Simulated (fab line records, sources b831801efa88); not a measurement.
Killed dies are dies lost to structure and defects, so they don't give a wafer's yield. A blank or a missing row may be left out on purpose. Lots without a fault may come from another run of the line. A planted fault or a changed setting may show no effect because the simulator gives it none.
A struck lot beside a sound one | flow sky130 | 17 steps out of a route of 708
Sound: wafers L485.1, L485.3, L485.5. Struck: wafers L502.4, L502.5, L502.6. The cause comes at the end.
At each step with rows: each side's tool, then ch and its chambers, then its first start. Under that, the readings that differ: sound wafers | struck wafers | difference of the means | sigmas: that difference in standard deviations of wafers without a fault.
alike: readings whose means differ by less than 2 such deviations, and words and numbers that are the same on both sides. not compared: withheld readings, readings that some wafer has no value for, bounds like >300 that may hide the same value, and numbers for which the record gives no deviation and whose values overlap.
The two part at a step that has a row with sigmas, a row that says differs or no value, or rows on one side only. Numbers that don't overlap but have no deviation are shown without sigmas and don't part them. A reading that every wafer of one side lacks parts them only if that side has two wafers or more.

first, 4 steps without rows for these wafers: SKY_LDD_LDN_SOFTBAKE_03 (time 60 s); SKY_LDD_LDN_EXPOSE_04 (exposes mask LDNTM, target cd 700 nm); SKY_LDD_LDN_PEB_05; SKY_LDD_LDN_DEVELOP_06 (develop time 60 s).
SKY_LDD_LDN_OVL_MEAS_07:
  sound on overlay-02, day 23 17:41; struck on overlay-01, day 29 21:30
  alike: LDD_LDN_OVL
then, 4 steps without rows for these wafers: SKY_LDD_LDN_IMPLANT_08; SKY_LDD_LDN_IMPLANT_09; SKY_LDD_LDN_IMPLANT_10; SKY_LDD_LDN_IMPLANT_11.
SKY_LDD_LDN_STRIP_12: strips in O2/N2.
  sound on plasma_asher-02 ch 0, day 23 18:20; struck on plasma_asher-02 ch 0,1, day 29 22:09
  alike: drypump_motor_current_A, oes_product_au, strip_time_to_endpoint_s
  not compared: rf_hours_counter_h
SKY_LDD_LDN_TW_MEAS_13:
  sound on film_metro-04, day 23 18:26; struck on film_metro-01, day 29 22:14
  reading    | sound          | struck         | difference | sigmas
  LDD_LDN_TW | 1474 1467 1470 | 1486 1486 1491 | +17        | +2
then, 1 step without rows for these wafers: SKY_LDD_LDN_CLEAN_14 (cleans in SC1/SC2, time 150 s).
SKY_SPACER_CVD_00: deposits Si3N4 from DCS/NH3, target thk 43.1 nm, time 740 s.
  sound on lpcvd-02 ch 0, day 23 18:50; struck on lpcvd-02 ch 0, day 29 22:23
  reading                                  | sound             | struck            | difference | sigmas
  model.Si3N4_of_SPACER_CVD_00.thk_nm (nm) | 42.77 42.91 43.13 | 56.29 56.01 55.65 | +13.05     |
  alike: zone_power_centre_pct, zone_power_top_pct
SKY_SPACER_THK_MEAS_01:
  sound on film_metro-02, day 23 20:03; struck on film_metro-01, day 29 23:37
  reading                | sound          | struck         | difference | sigmas
  SPACER_CVD_00_THK (nm) | 42.8 42.9 43.1 | 56.3 56.0 55.6 | +13.0      | +37
SKY_SPACER_ETCHBACK_02: etches Si3N4 in CH3F/O2, stops on SiO2, time 46.7 s, target depth 45 nm.
  sound on rie_diel-04 ch 2,3, day 23 20:07; struck on rie_diel-01 ch 0,2,3, day 29 23:39
  reading                  | sound             | struck            | difference | sigmas
  oes_product_au (a.u.)    | 0.850 0.854 0.856 | 0.978 0.984 0.996 | +0.133     | +21
  model.etch.depth_nm (nm) | 42.77 42.91 43.13 | 55.25 55.71 55.65 | +12.60     |
  alike: drypump_motor_current_A, throttle_valve_pct
  not compared: rf_hours_counter_h
then, 1 step without rows for these wafers: SKY_POLY_CUT_DEHYDRATE_00 (time 60 s).
-- the record jumps here: 20 days lie between the struck wafers' starts before and after (it left off in module POLY_CUT and takes up again in module PAD_OPEN, whose first step shown is number 708 of the route) --
SKY_PAD_OPEN_PROBE_99:
  the record has rows for the struck wafers here (prober-02, day 50 10:04) and none for the sound ones

WHERE THEY PART
First at SKY_LDD_LDN_TW_MEAS_13; last, within this record, at SKY_PAD_OPEN_PROBE_99.

WHY: what the simulator had put in
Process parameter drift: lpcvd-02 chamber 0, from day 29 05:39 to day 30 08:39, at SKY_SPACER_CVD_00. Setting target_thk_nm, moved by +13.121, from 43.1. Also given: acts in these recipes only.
